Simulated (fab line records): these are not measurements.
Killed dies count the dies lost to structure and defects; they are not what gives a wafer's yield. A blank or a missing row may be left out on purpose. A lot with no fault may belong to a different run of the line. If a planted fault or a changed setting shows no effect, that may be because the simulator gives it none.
2 desks looking at one fault :: flow sky130 :: each desk holds nothing but its own numbers, with what lay behind them at the end

FROM THE METROLOGY DESK
Lot by lot, what the gauges showed, no matter which tool ran the lot: averages of those sampled wafers that carry a number. The brackets show how far a lot's mean lies from the usual mean; more than 4 standard deviations puts the lot out of limits, marked OUT.
Columns: A = VIA3_BOW at SKY_VIA3_BOW_MEAS_03, usual 78 um; B = cd_nm at SKY_VIA3_CD_MEAS_12, usual 200.0 nm; C = CAP2M_TIN_RS at SKY_CAP2M_RS_MEAS_03, usual 6.89 ohm/sq; D = CAP2M_TIN_THK at SKY_CAP2M_THK_MEAS_04, usual 202.0 nm
lot: L654
first seen here: day 38 15:03
A: 75
B: 200.0
C: 6.95
D: 199.1

lot: L657
first seen here: day 39 13:56
A: 79
B: 198.5
C: 6.98
D: 199.7

lot: L661
first seen here: day 40 17:26
A: 80
B: 197.4
C: 6.78
D: 203.3

lot: L662
first seen here: day 41 09:20
A: 77
B: 198.8
C: 7.02
D: 199.4

lot: L665
first seen here: day 42 08:00
A: 78
B: 200.3
C: 6.90
D: 202.6

lot: L667
first seen here: day 42 15:43
A: 86
B: 200.5
C: 6.92
D: 201.8

lot: L668
first seen here: day 42 16:53
A: 83
B: 199.5
C: 6.82
D: 204.7

lot: L671
first seen here: day 43 19:10
A: 88
B: 201.0
C: 6.84
D: 202.6

lot: L674
first seen here: day 44 16:59
A: 80
B: 199.0
C: 7.21
D: 193.6
This desk found nothing out of limits on any of the 9 lots.

FOR THE TOOL OWNER'S DESK: pvd_sputter-04
The tool's own readings at SKY_CAP2M_SPUTTER_02 (material TiN, target thk 200 nm, time 166.7 s): means of the sampled wafers that have a number, for each lot that ran on this tool. The brackets show how far a lot's mean lies from the usual mean; more than 4 standard deviations puts the lot out of limits, marked OUT.
Columns: A = cathode_dc_power_W at SKY_CAP2M_SPUTTER_02, usual 6500.0 W; B = chamber_pressure_pa at SKY_CAP2M_SPUTTER_02, usual 0.4001 Pa; C = throttle_valve_pct at SKY_CAP2M_SPUTTER_02, usual 29.7 %
lot: L657
first seen here: day 40 16:26
A: 6499.1
B: 0.3994
C: 30.1

lot: L662
first seen here: day 42 11:19
A: 6500.7
B: 0.3995
C: 29.7

lot: L667
first seen here: day 43 15:53
A: 6499.8
B: 0.4002
C: 29.8

lot: L674
first seen here: day 45 16:36
A: 6500.7
B: 0.4774 (+98) OUT
C: 27.7
This desk's finding: out of limits on L674; first on L674, day 45 16:36 (chamber_pressure_pa at SKY_CAP2M_SPUTTER_02). L657, L662, L667: within limits.

TAKEN TOGETHER
The tool owner's desk had the chance to raise an alarm at day 45 16:36 on L674.
Nothing out of limits was seen by the metrology desk.
The metrology desk holds a record of L674, inside its limits.
All the named lots went through SKY_CAP2M_SPUTTER_02 on pvd_sputter-04.

WHAT WAS PUT IN BY THE SIMULATOR
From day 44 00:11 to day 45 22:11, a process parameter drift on pvd_sputter-04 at SKY_CAP2M_SPUTTER_02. The setting chamber_pressure_pa was moved by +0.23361, starting from 0.4. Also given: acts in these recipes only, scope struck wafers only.
Lots struck among those shown: L674.
How many hours passed from the start of the fault until each desk's first out-of-limits reading: the tool owner's desk, 40.
